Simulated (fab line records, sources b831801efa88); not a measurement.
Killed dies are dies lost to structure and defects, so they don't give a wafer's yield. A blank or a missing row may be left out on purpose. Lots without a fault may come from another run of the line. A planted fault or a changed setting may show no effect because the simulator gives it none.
Which tool did it? | flow sky130 | 12 lots, 32 wafers sampled, at 4 steps of a route of 708

WHAT THE GAUGES READ, wafer by wafer
SKY_FIELD_ISO_THK_MEAS_04. Usual: FIELD_ISO_CVD_03_THK 165.6 nm, standard deviation 1.4.
lot  | measured    | on            | FIELD_ISO_CVD_03_THK (nm) | flag
L318 | day 2 05:08 | film_metro-03 | 165.8 165.6 165.5         |
L319 | day 2 09:26 | film_metro-04 | 167.9 168.5 167.0         |
L320 | day 2 15:07 | film_metro-02 | 166.6 165.5 165.7         |
L321 | day 2 21:02 | film_metro-02 | 165.6 166.0 165.3         |
L322 | day 2 21:02 | film_metro-04 | 166.3 166.2 166.3         |
L324 | day 3 07:55 | film_metro-03 | 165.4 166.9 165.3         |
L327 | day 4 01:41 | film_metro-04 | 165.6 166.1 165.0         |
L328 | day 4 06:08 | film_metro-04 | 167.2 167.9 167.8         |
L330 | day 4 16:06 | film_metro-03 | 165.3 163.3 164.1         |
L334 | day 5 09:17 | film_metro-03 | 166.7                     |
L338 | day 6 03:59 | film_metro-02 | 164.9                     |
L339 | day 6 10:15 | film_metro-03 | 166.1 165.6 165.6         |

SKY_FIELD_ISO_CD_MEAS_13: target cd 150 nm. Usual: cd_nm 149.9 nm, standard deviation 1.7.
lot  | measured    | on        | cd_nm (nm)        | flag
L318 | day 2 18:58 | cd_sem-02 | 152.1 152.0 152.7 |
L319 | day 2 23:55 | cd_sem-02 | 150.7 151.9 150.7 |
L320 | day 3 05:16 | cd_sem-01 | 150.2 148.9 150.0 |
L321 | day 3 11:43 | cd_sem-01 | 149.5 150.0 148.5 |
L322 | day 3 11:43 | cd_sem-02 | 150.0 150.1 150.2 |
L324 | day 3 22:10 | cd_sem-02 | 149.6 149.9 149.7 |
L327 | day 4 18:51 | cd_sem-01 | 151.1 151.1 151.6 |
L328 | day 4 22:19 | cd_sem-01 | 148.0 149.2 147.0 |
L330 | day 5 09:38 | cd_sem-01 | 150.6 150.5 151.9 |
L334 | day 6 02:17 | cd_sem-01 | 151.4             |
L338 | day 6 22:38 | cd_sem-02 | 149.6             |
L339 | day 7 05:53 | cd_sem-02 | 150.8 150.7 151.1 |

SKY_FIELD_ISO_THK_MEAS_25. Usual: FIELD_ISO_CVD_24_THK 595 nm, standard deviation 7.8.
lot  | measured    | on            | FIELD_ISO_CVD_24_THK (nm) | flag
L318 | day 3 03:12 | film_metro-03 | 596 603 594               |
L319 | day 3 03:12 | film_metro-04 | 588 587 580               |
L320 | day 3 14:32 | film_metro-03 | 596 596 587               |
L321 | day 3 14:32 | film_metro-04 | 597 593 602               |
L322 | day 3 14:37 | film_metro-02 | 592 602 596               |
L324 | day 4 05:38 | film_metro-02 | 595 600 599               |
L327 | day 4 20:49 | film_metro-04 | 602 600 596               |
L328 | day 5 00:16 | film_metro-04 | 594 589 588               |
L330 | day 5 14:00 | film_metro-04 | 606 601 601               |
L334 | day 6 06:11 | film_metro-02 | 836 836                   | OFF
L338 | day 7 01:42 | film_metro-04 | 823 823                   | OFF
L339 | day 7 08:17 | film_metro-04 | 586 588 829 586 589 830   | OFF

WHICH TOOL RAN EACH LOT (tool, then ch and the chambers of the sampled wafers, then the start)
lot  | SKY_FIELD_ISO_CVD_24
L318 | hdpcvd-02 ch 0,1,2, day 3 03:08
L319 | hdpcvd-01 ch 0,2, day 3 03:08
L320 | hdpcvd-01 ch 0,2, day 3 14:28
L321 | hdpcvd-02 ch 0,1,2, day 3 14:28
L322 | hdpcvd-01 ch 0,1,2, day 3 14:32
L324 | hdpcvd-02 ch 0,1,2, day 4 05:34
L327 | hdpcvd-02 ch 1,2, day 4 20:44
L328 | hdpcvd-01 ch 1,2, day 5 00:10
L330 | hdpcvd-02 ch 0,1,2, day 5 13:55
L334 | hdpcvd-01 ch 0, day 6 06:08
L338 | hdpcvd-01 ch 0, day 7 01:38
L339 | hdpcvd-01 ch 0,1, day 7 08:12
- SKY_FIELD_ISO_CVD_24: deposits SiO2, target thk 595 nm, time 99.2 s.

WHAT THE TOOLS THEMSELVES READ (means of the sampled wafers that have a number; where no wafer has one, the mark that the record gives instead)
SKY_FIELD_ISO_CVD_24. Usual: pressure_mtorr 6.000 mTorr, standard deviation 0.012.
lot  | tool      | pressure_mtorr (mTorr) | flag
L318 | hdpcvd-02 | 6.008                  |
L319 | hdpcvd-01 | 6.007                  |
L320 | hdpcvd-01 | 5.998                  |
L321 | hdpcvd-02 | 6.004                  |
L322 | hdpcvd-01 | 5.989                  |
L324 | hdpcvd-02 | 6.012                  |
L327 | hdpcvd-02 | 5.997                  |
L328 | hdpcvd-01 | 5.998                  |
L330 | hdpcvd-02 | 5.993                  |
L334 | hdpcvd-01 | 6.002                  |
L338 | hdpcvd-01 | 5.994                  |
L339 | hdpcvd-01 | 5.999                  |

THE ANSWER, worked out from the rows above alone
Rule: a lot is off if the mean of its wafers that have a number lies more than 3 standard deviations from the usual mean. A lot without any number at a reading at which 4 lots or more have one is off too. The other lots that the step has rows for count as sound. The gauges are gone through in route order, then the tools' own readings, and for those a lot's mean is taken as printed above. The first step at which some lot is off is used, and at that step the reading that is off furthest; a lot without a number counts as furthest.
Off: L334, L338, L339, at SKY_FIELD_ISO_THK_MEAS_25 (FIELD_ISO_CVD_24_THK).
A tool fits if, at a process step before that reading, it ran every lot that is off, and no sound lot after the first of them. The gauges at SKY_FIELD_ISO_THK_MEAS_25 are tried like those tools. One fits: hdpcvd-01 at SKY_FIELD_ISO_CVD_24. Its last sound lot is L328 (day 5 00:10), its first lot that is off L334 (day 6 06:08): a fault that began between those two fits.

WHAT THE SIMULATOR HAD PUT IN
Process parameter drift: hdpcvd-01, from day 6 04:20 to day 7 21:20, at SKY_FIELD_ISO_CVD_24. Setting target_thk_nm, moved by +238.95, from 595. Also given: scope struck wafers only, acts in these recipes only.
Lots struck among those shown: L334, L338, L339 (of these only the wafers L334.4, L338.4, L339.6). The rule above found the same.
